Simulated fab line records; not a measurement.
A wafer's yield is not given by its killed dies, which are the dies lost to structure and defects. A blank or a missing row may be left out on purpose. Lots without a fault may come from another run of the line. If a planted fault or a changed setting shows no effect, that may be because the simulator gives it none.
2 desks looking at one fault | flow sky130 | what lay behind the numbers comes last; until then each desk has only its own

AT THE TOOL OWNER'S DESK: rtp-anneal-01
Per lot that ran on this tool, the mean of the sampled wafers carrying a number, from the tool's own readings at SKY_SD_N_RTA_14 (time 2 s). Marked OUT: a lot whose mean sits more than 4 standard deviations from the usual mean, which makes it out of limits; the brackets give that distance.
Columns: A = lamp-power-pct at SKY_SD_N_RTA_14, usual 15.72 %; B = wafer_temp_C_max at SKY_SD_N_RTA_14, usual 1078.2
lot  | first seen here | A     | B
L354 | day 28 05:04    | 15.72 | 1078.2
L356 | day 29 01:23    | 15.78 | 1078.1
L358 | day 29 19:27    | 15.74 | 1078.8
L362 | day 31 01:19    | 15.71 | 1076.8
L366 | day 32 13:37    | 15.79 | 1085.4 (+5.5) OUT
L368 | day 33 08:24    | 15.75 | 1086.8 (+6.6) OUT
Finding of this desk: L366, L368 out of limits; the first was L366 at day 32 13:37, on wafer_temp_C_max at SKY_SD_N_RTA_14. L354, L356, L358, L362 stayed within limits.

AT THE METROLOGY DESK
What the gauges read for every lot (on any tool): the sampled wafers with a number, averaged. Marked OUT: a lot whose mean sits more than 4 standard deviations from the usual mean, which makes it out of limits; the brackets give that distance.
Columns: A = SD_N_RS at SKY_SD_N_RS_MEAS_16, usual 68.45 ohm/sq; B = SD_P_RS at SKY_SD_N_RS_MEAS_17, usual 146.9 ohm/sq; C = LI_CONTACT_OVL at SKY_LI_CONTACT_OVL_MEAS_13, usual 2 nm
lot  | first seen here | A                | B               | C
L353 | day 27 12:17    | 68.49            | 147.0           | 3
L354 | day 28 05:15    | 68.34            | 147.0           | 0
L356 | day 29 01:34    | 68.37            | 146.8           | 3
L358 | day 29 19:38    | 68.45            | 146.9           | 9
L362 | day 31 01:30    | 68.61            | 147.0           | -1
L363 | day 31 19:27    | 68.46            | 146.6           | 2
L365 | day 32 05:49    | 68.46            | 146.8           | -6
L366 | day 32 13:47    | 67.17 (-9.8) OUT | 140.3 (-15) OUT | -1
L368 | day 33 08:35    | 67.46 (-7.6) OUT | 141.3 (-13) OUT | 0
L373 | day 34 12:38    | 68.38            | 146.6           | 8
L375 | day 35 02:17    | 68.58            | 147.1           | 11
Finding of this desk: L366, L368 out of limits, first seen on L366 at day 32 13:47 (SD_N_RS at SKY_SD_N_RS_MEAS_16). L353, L354, L356, L358, L362, L363, L365, L373, L375 stayed within limits.

PUT TOGETHER
On L366, L368, at day 32 13:37, an alarm was possible from the tool owner's desk.
The metrology desk could have raised an alarm at day 32 13:47, on L366, L368.
All the named lots went through SKY_SD_N_RTA_14 on rtp-anneal-01.

WHAT WAS PUT IN BY THE SIMULATOR
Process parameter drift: rtp-anneal-01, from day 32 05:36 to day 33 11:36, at SKY_SD_N_RTA_14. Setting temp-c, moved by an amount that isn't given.
Shown lots that were struck: L366, L368.
Hours from the fault's start to each desk's first reading out of limits: the tool owner's desk, 8; the metrology desk, 8.
